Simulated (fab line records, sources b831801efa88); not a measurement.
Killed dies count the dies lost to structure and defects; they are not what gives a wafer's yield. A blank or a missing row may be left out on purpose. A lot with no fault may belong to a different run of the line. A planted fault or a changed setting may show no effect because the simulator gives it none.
The tool behind it: which one? | flow sfq_line | 45 wafers from 15 lots sampled at 6 of the route's 325 steps

## WHAT EACH GAUGE READ, for each wafer
SFQ_I5_OVL_MEAS_936. Usual: for I5_OVL the level is -3 nm and the standard deviation is 5.3.
lot  | measured     | on         | I5_OVL (nm) | flag
L321 | day 66 10:18 | overlay-01 | -12 -15 -11 |
L324 | day 66 17:30 | overlay-01 | -2 -6 -6    |
L325 | day 66 21:14 | overlay-01 | -2 -4 -8    |
L326 | day 66 22:25 | overlay-02 | -1 -3 -2    |
L328 | day 67 15:13 | overlay-01 | 3 -2 4      |
L329 | day 68 03:13 | overlay-02 | -2 -7 -2    |
L330 | day 69 07:31 | overlay-01 | -4 -5 -7    |
L332 | day 70 08:20 | overlay-02 | 7 6 4       |
L334 | day 70 23:56 | overlay-01 | -8 -11 -2   |
L335 | day 71 05:56 | overlay-02 | -1 -1 -9    |
L336 | day 71 11:56 | overlay-01 | -3 -5 -6    |
L338 | day 72 03:32 | overlay-01 | -1 1 6      |
L340 | day 72 15:32 | overlay-01 | -3 -3 -1    |
L341 | day 72 16:44 | overlay-01 | -1 7 3      |
L344 | day 73 08:20 | overlay-01 | 0 3 1       |

SFQ_M6_RS_MEAS_938: measures by four-point-probe. Usual: for M6_NB_RS the level is 0.889 ohm/sq and the standard deviation is 0.0093.
lot  | measured     | on            | M6_NB_RS (ohm/sq) | flag
L321 | day 66 14:47 | film_metro-01 | 0.891 0.900 0.899 |
L324 | day 69 15:12 | film_metro-02 | 0.884 0.890 0.896 |
L325 | day 72 13:50 | film_metro-01 | 0.439 0.440 0.438 | OFF
L326 | day 72 15:22 | film_metro-04 | 0.892 0.884 0.877 |
L328 | day 73 02:10 | film_metro-04 | 0.886 0.874 0.877 |
L329 | day 73 13:13 | film_metro-01 | 0.438 0.437 0.439 | OFF
L330 | day 74 04:40 | film_metro-02 | 0.881 0.886 0.890 |
L332 | day 75 10:59 | film_metro-02 | 0.441 0.437 0.438 | OFF
L334 | day 75 21:29 | film_metro-04 | 0.904 0.889 0.895 |
L335 | day 76 07:16 | film_metro-04 | 0.905 0.892 0.904 |
L336 | day 76 10:41 | film_metro-02 | 0.888 0.877 0.889 |
L338 | day 77 04:04 | film_metro-04 | 0.887 0.893 0.890 |
L340 | day 77 13:24 | film_metro-02 | 0.896 0.899 0.896 |
L341 | day 77 15:47 | film_metro-01 | 0.889 0.879 0.879 |
L344 | day 78 10:23 | film_metro-02 | 0.890 0.882 0.891 |

SFQ_I6_BOW_MEAS_941. Usual: for I6_BOW the level is 4 um and the standard deviation is 11.
lot  | measured     | on            | I6_BOW (um) | flag
L321 | day 72 08:50 | film_metro-01 | 28 18 20    |
L324 | day 72 15:50 | film_metro-01 | 25 12 8     |
L325 | day 72 21:17 | film_metro-04 | -10 6 -2    |
L326 | day 72 22:28 | film_metro-01 | 0 2 -4      |
L328 | day 73 08:41 | film_metro-04 | 7 8 -3      |
L329 | day 73 20:31 | film_metro-01 | -8 -4 -7    |
L330 | day 79 08:02 | film_metro-03 | -5 0 0      |
L332 | day 80 15:51 | film_metro-01 | -3 -6 -7    |
L334 | day 81 01:24 | film_metro-01 | -6 -4 3     |
L335 | day 81 08:04 | film_metro-04 | 12 7 13     |
L336 | day 81 12:52 | film_metro-03 | 6 -11 9     |
L338 | day 81 18:50 | film_metro-01 | -1 14 8     |
L340 | day 81 21:52 | film_metro-01 | 8 -1 6      |
L341 | day 81 23:02 | film_metro-04 | 3 9 9       |
L344 | day 82 09:14 | film_metro-01 | 35 21 25    |

## TOOL THAT RAN EACH LOT (tool first, then ch and the chambers of the sampled wafers, then the start)
lot  | SFQ_TRILAYER_R5_BARC_OPEN_METAL_ETCH_177 | SFQ_TRILAYER_M6_DEP_SPUTTER_157 | SFQ_TRILAYER_M6_ETCH_METAL_ETCH_162
L321 | rie_metal-03 ch 0,1, day 60 12:44        | pvd_sputter-04, day 66 14:40    | rie_metal-03 ch 0,1, day 72 04:49
L324 | rie_metal-04 ch 0,1, day 60 18:44        | pvd_sputter-04, day 69 15:05    | rie_metal-03 ch 0,1, day 72 11:50
L325 | rie_metal-02 ch 0,1, day 60 19:57        | pvd_sputter-05, day 72 13:27    | rie_metal-04 ch 0,1, day 72 17:19
L326 | rie_metal-03 ch 0,1, day 60 21:08        | pvd_sputter-03, day 72 15:15    | rie_metal-03 ch 0,1, day 72 18:28
L328 | rie_metal-02 ch 0,1, day 61 21:16        | pvd_sputter-05, day 73 02:04    | rie_metal-03 ch 0,1, day 73 04:41
L329 | rie_metal-03 ch 0,1, day 62 12:52        | pvd_sputter-04, day 73 12:51    | rie_metal-01 ch 1, day 73 15:50
L330 | rie_metal-02 ch 0,1, day 63 12:52        | pvd_sputter-05, day 74 04:35    | rie_metal-03 ch 0,1, day 79 04:04
L332 | rie_metal-02 ch 0,1, day 64 22:21        | pvd_sputter-05, day 75 10:35    | rie_metal-04 ch 0,1, day 80 10:17
L334 | rie_metal-04 ch 0,1, day 65 13:56        | pvd_sputter-03, day 75 21:23    | rie_metal-03 ch 0,1, day 80 21:24
L335 | rie_metal-02 ch 0,1, day 65 18:44        | pvd_sputter-04, day 76 07:09    | rie_metal-04 ch 0,1, day 81 04:04
L336 | rie_metal-02 ch 0,1, day 65 22:20        | pvd_sputter-04, day 76 10:35    | rie_metal-03 ch 0, day 81 08:52
L338 | rie_metal-03 ch 0,1, day 66 11:32        | pvd_sputter-04, day 77 03:59    | rie_metal-01 ch 0,1, day 81 14:52
L340 | rie_metal-04 ch 0,1, day 66 23:39        | pvd_sputter-04, day 77 13:17    | rie_metal-03 ch 0, day 81 17:16
L341 | rie_metal-03 ch 0,1, day 67 00:51        | pvd_sputter-05, day 77 15:41    | rie_metal-01 ch 0,1, day 81 18:28
L344 | rie_metal-04 ch 1, day 67 23:39          | pvd_sputter-03, day 78 10:17    | rie_metal-04 ch 0,1, day 82 05:16
- SFQ_TRILAYER_R5_BARC_OPEN_METAL_ETCH_177: etches BARC in O2, target depth 125 nm, time 41.7 s.
- SFQ_TRILAYER_M6_DEP_SPUTTER_157: material Nb, target thk 200 nm, time 133.3 s.
- SFQ_TRILAYER_M6_ETCH_METAL_ETCH_162: etches Nb in Cl2/Ar, stops on SiO2, target depth 240 nm, time 120 s.

## WHAT THE TOOLS THEMSELVES READ (means of the sampled wafers that have a number; where no wafer has one, the mark that the record gives instead)
SFQ_TRILAYER_R5_BARC_OPEN_METAL_ETCH_177. Usual: drypump_motor_current_A 5.5 A, standard deviation 0.61; oes_product_au 0.685 a.u., standard deviation 0.0047.
lot  | tool         | drypump_motor_current_A (A) | oes_product_au (a.u.) | flag
L321 | rie_metal-03 | 5.8                         | 0.683                 |
L324 | rie_metal-04 | 5.9                         | 0.683                 |
L325 | rie_metal-02 | 5.0                         | 0.685                 |
L326 | rie_metal-03 | 5.8                         | 0.682                 |
L328 | rie_metal-02 | 5.1                         | 0.686                 |
L329 | rie_metal-03 | 5.8                         | 0.686                 |
L330 | rie_metal-02 | 4.8                         | 0.687                 |
L332 | rie_metal-02 | 4.8                         | 0.684                 |
L334 | rie_metal-04 | 6.3                         | 0.693                 |
L335 | rie_metal-02 | 4.8                         | 0.686                 |
L336 | rie_metal-02 | 5.1                         | 0.684                 |
L338 | rie_metal-03 | 5.8                         | 0.686                 |
L340 | rie_metal-04 | 6.3                         | 0.679                 |
L341 | rie_metal-03 | 5.9                         | 0.689                 |
L344 | rie_metal-04 | 6.6                         | 0.683                 |

SFQ_TRILAYER_M6_DEP_SPUTTER_157. Usual: throttle_valve_pct 29.8 %, standard deviation 0.99.
lot  | tool           | throttle_valve_pct (%) | flag
L321 | pvd_sputter-04 | 30.6                   |
L324 | pvd_sputter-04 | 29.2                   |
L325 | pvd_sputter-05 | 29.7                   |
L326 | pvd_sputter-03 | 30.0                   |
L328 | pvd_sputter-05 | 30.5                   |
L329 | pvd_sputter-04 | 30.5                   |
L330 | pvd_sputter-05 | 30.5                   |
L332 | pvd_sputter-05 | 30.7                   |
L334 | pvd_sputter-03 | 29.7                   |
L335 | pvd_sputter-04 | 29.1                   |
L336 | pvd_sputter-04 | 29.9                   |
L338 | pvd_sputter-04 | 29.0                   |
L340 | pvd_sputter-04 | 30.5                   |
L341 | pvd_sputter-05 | 30.6                   |
L344 | pvd_sputter-03 | 29.3                   |

SFQ_TRILAYER_M6_ETCH_METAL_ETCH_162. Usual: drypump_motor_current_A 6.0 A, standard deviation 0.36; oes_product_au 0.896 a.u., standard deviation 0.0071.
lot  | tool         | drypump_motor_current_A (A) | oes_product_au (a.u.) | flag
L321 | rie_metal-03 | 5.8                         | 0.889                 |
L324 | rie_metal-03 | 5.8                         | 0.894                 |
L325 | rie_metal-04 | 6.3                         | 0.999                 | OFF
L326 | rie_metal-03 | 5.8                         | 0.896                 |
L328 | rie_metal-03 | 5.8                         | 0.903                 |
L329 | rie_metal-01 | 6.2                         | 0.995                 | OFF
L330 | rie_metal-03 | 5.8                         | 0.895                 |
L332 | rie_metal-04 | 5.9                         | 1.006                 | OFF
L334 | rie_metal-03 | 5.8                         | 0.892                 |
L335 | rie_metal-04 | 5.9                         | 0.887                 |
L336 | rie_metal-03 | 5.9                         | 0.896                 |
L338 | rie_metal-01 | 6.4                         | 0.899                 |
L340 | rie_metal-03 | 5.9                         | 0.891                 |
L341 | rie_metal-01 | 6.4                         | 0.903                 |
L344 | rie_metal-04 | 6.0                         | 0.897                 |

## THE ANSWER, worked out from the rows above alone
Rule: a lot counts as off when the mean over its wafers that have a number is more than 3 standard deviations away from the usual mean. A lot without any number at a reading at which 4 lots or more have one is off too. All remaining lots with rows at the step are treated as sound. The gauges are gone through in route order, then the tools' own readings, and for those a lot's mean is taken as printed above. At the first step where some lot is off, the reading lying furthest off is the one used; lots without a number count as furthest.
Off: at SFQ_M6_RS_MEAS_938 (M6_NB_RS), L325, L329, L332.
A tool fits if, at a process step before that reading, it ran every lot that is off, and no sound lot after the first of them. The gauges at SFQ_M6_RS_MEAS_938 aren't tried: what is off there is off at SFQ_TRILAYER_M6_ETCH_METAL_ETCH_162 too, on other tools, and a gauge's error can't cause that. Not one of the candidates tried fits.

## WHAT WAS PUT IN BY THE SIMULATOR
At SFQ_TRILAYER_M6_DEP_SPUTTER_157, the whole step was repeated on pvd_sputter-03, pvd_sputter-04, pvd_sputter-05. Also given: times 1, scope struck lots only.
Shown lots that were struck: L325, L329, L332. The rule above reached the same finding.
